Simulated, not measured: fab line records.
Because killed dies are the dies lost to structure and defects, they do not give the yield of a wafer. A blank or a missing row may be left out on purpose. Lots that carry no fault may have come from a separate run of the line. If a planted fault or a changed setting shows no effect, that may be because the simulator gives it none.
Which tool is to blame? | flow gf180mcu | 12 lots, 36 wafers sampled, at 4 steps of a route of 602

== WHAT THE GAUGES READ, wafer by wafer ==
GF_V1_BOW_MEAS_05. Usual: V1_BOW gives 83 um (standard deviation 6.4).
lot  | measured     | on           | V1_BOW (um) | flag
L195 | day 16 19:32 | filmMetro-02 | 97 75 91    | 
L196 | day 17 06:08 | filmMetro-02 | 96 71 89    | 
L197 | day 17 19:05 | filmMetro-02 | 83 78 85    | 
L198 | day 18 01:38 | filmMetro-01 | 85 77 86    | 
L200 | day 19 04:43 | filmMetro-03 | 74 79 79    | 
L205 | day 20 18:10 | filmMetro-01 | 75 85 78    | 
L210 | day 22 18:29 | filmMetro-02 | 84 88 83    | 
L211 | day 22 22:29 | filmMetro-03 | 92 89 96    | 
L213 | day 24 00:19 | filmMetro-02 | 86 95 84    | 
L214 | day 24 05:56 | filmMetro-03 | 75 94 81    | 
L215 | day 24 06:09 | filmMetro-01 | 75 98 91    | 
L218 | day 25 10:10 | filmMetro-02 | 82 85 85    | 

GF_M2_CD_MEAS_14: the cd target is 280 nm. Usual: 279.4 nm for cdNm, sd 1.3.
lot  | measured     | on       | cdNm (nm)         | flag
L195 | day 18 19:22 | cdSem-01 | 278.2 279.8 279.8 | 
L196 | day 19 07:04 | cdSem-01 | 277.8 276.5 279.1 | 
L197 | day 19 19:46 | cdSem-02 | 277.6 277.0 278.0 | 
L198 | day 20 03:05 | cdSem-01 | 278.9 279.4 279.2 | 
L200 | day 21 06:53 | cdSem-02 | 278.2 278.1 278.1 | 
L205 | day 22 19:38 | cdSem-02 | 280.1 279.4 279.1 | 
L210 | day 24 17:52 | cdSem-01 | 277.7 277.7 278.0 | 
L211 | day 24 21:35 | cdSem-01 | 281.2 281.2 280.6 | 
L213 | day 26 01:19 | cdSem-02 | 279.6 279.4 280.5 | 
L214 | day 26 03:25 | cdSem-02 | 280.8 279.2 279.6 | 
L215 | day 26 04:41 | cdSem-02 | 280.7 282.9 282.3 | 
L218 | day 27 04:19 | cdSem-02 | 280.0 279.2 278.7 | 

== TOOL THAT RAN EACH LOT (tool first, then ch and the chambers of the sampled wafers, then the start) ==
lot  | GF_STI_WET_ETCH_28            | GF_V1_SPUTTER_22
L195 | wetBench-04 ch 0, day 2 04:11 | pvdSputter-01, day 17 19:38
L196 | wetBench-04 ch 0, day 2 11:40 | pvdSputter-03, day 18 05:53
L197 | wetBench-04 ch 1, day 2 16:07 | pvdSputter-01, day 18 18:32
L198 | wetBench-04 ch 3, day 2 20:26 | pvdSputter-01, day 19 02:23
L200 | wetBench-04 ch 2, day 3 08:10 | pvdSputter-03, day 20 05:56
L205 | wetBench-01 ch 3, day 4 07:58 | pvdSputter-02, day 21 18:40
L210 | wetBench-01 ch 2, day 5 10:04 | pvdSputter-01, day 23 18:36
L211 | wetBench-02 ch 2, day 5 14:23 | pvdSputter-03, day 23 22:11
L213 | wetBench-02 ch 0, day 6 04:29 | pvdSputter-02, day 24 23:55
L214 | wetBench-04 ch 1, day 6 06:19 | pvdSputter-03, day 25 05:21
L215 | wetBench-02 ch 1, day 6 11:38 | pvdSputter-02, day 25 05:54
L218 | wetBench-02 ch 1, day 7 05:26 | pvdSputter-03, day 26 06:56
- GF_STI_WET_ETCH_28: etches SiO2 in dHF, target depth 20 nm, time 40 s.
- GF_V1_SPUTTER_22: material TiN, target thk 10 nm, time 40 s.

== AS READ BY THE TOOLS THEMSELVES (means over the sampled wafers that have a number; for cases with no such wafer, the mark the record gives instead) ==
GF_STI_WET_ETCH_28. Usual: 67.6 s for runLengthS, sd 2.4.
lot  | tool        | runLengthS (s) | flag
L195 | wetBench-04 | 65.9           | 
L196 | wetBench-04 | 65.8           | 
L197 | wetBench-04 | 66.0           | 
L198 | wetBench-04 | 67.2           | 
L200 | wetBench-04 | 66.5           | 
L205 | wetBench-01 | 76.7           | OFF
L210 | wetBench-01 | 76.3           | OFF
L211 | wetBench-02 | 67.9           | 
L213 | wetBench-02 | 73.2           | 
L214 | wetBench-04 | 66.5           | 
L215 | wetBench-02 | 72.1           | 
L218 | wetBench-02 | 67.7           | 

GF_V1_SPUTTER_22. Usual: 29.6 % for throttleValvePct, sd 0.75.
lot  | tool          | throttleValvePct (%) | flag
L195 | pvdSputter-01 | 30.0                 | 
L196 | pvdSputter-03 | 30.1                 | 
L197 | pvdSputter-01 | 30.1                 | 
L198 | pvdSputter-01 | 29.8                 | 
L200 | pvdSputter-03 | 29.6                 | 
L205 | pvdSputter-02 | 30.2                 | 
L210 | pvdSputter-01 | 30.1                 | 
L211 | pvdSputter-03 | 29.4                 | 
L213 | pvdSputter-02 | 29.8                 | 
L214 | pvdSputter-03 | 29.8                 | 
L215 | pvdSputter-02 | 29.8                 | 
L218 | pvdSputter-03 | 29.2                 | 

== THE ANSWER, worked out from the rows above alone ==
Rule: take the mean of a lot's wafers that have a number; if it is more than 3 standard deviations from the usual mean, the lot is off. Also off: a lot with no number at a reading for which 4 or more lots have one. Where the step has rows for the other lots, those lots are counted as sound. First the gauges in route order, then the tools' own readings, where a lot's mean is used as printed above. The first step at which some lot is off is used, and at that step the reading that is off furthest; a lot without a number counts as furthest.
Off at GF_STI_WET_ETCH_28 (runLengthS): L205, L210.
If a tool, at that step or one of the process steps before it, ran each lot that is off and ran no sound lot following the first of them, it fits. One fits: wetBench-01 at GF_STI_WET_ETCH_28. It ran no sound lot before its first lot that is off in this sample, so the start can't be narrowed down.

== WHAT THE SIMULATOR HAD INSERTED ==
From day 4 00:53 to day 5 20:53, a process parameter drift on wetBench-01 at GF_STI_WET_ETCH_28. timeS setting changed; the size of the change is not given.
Lots struck among those shown: L205, L210. The same result came from the rule above.
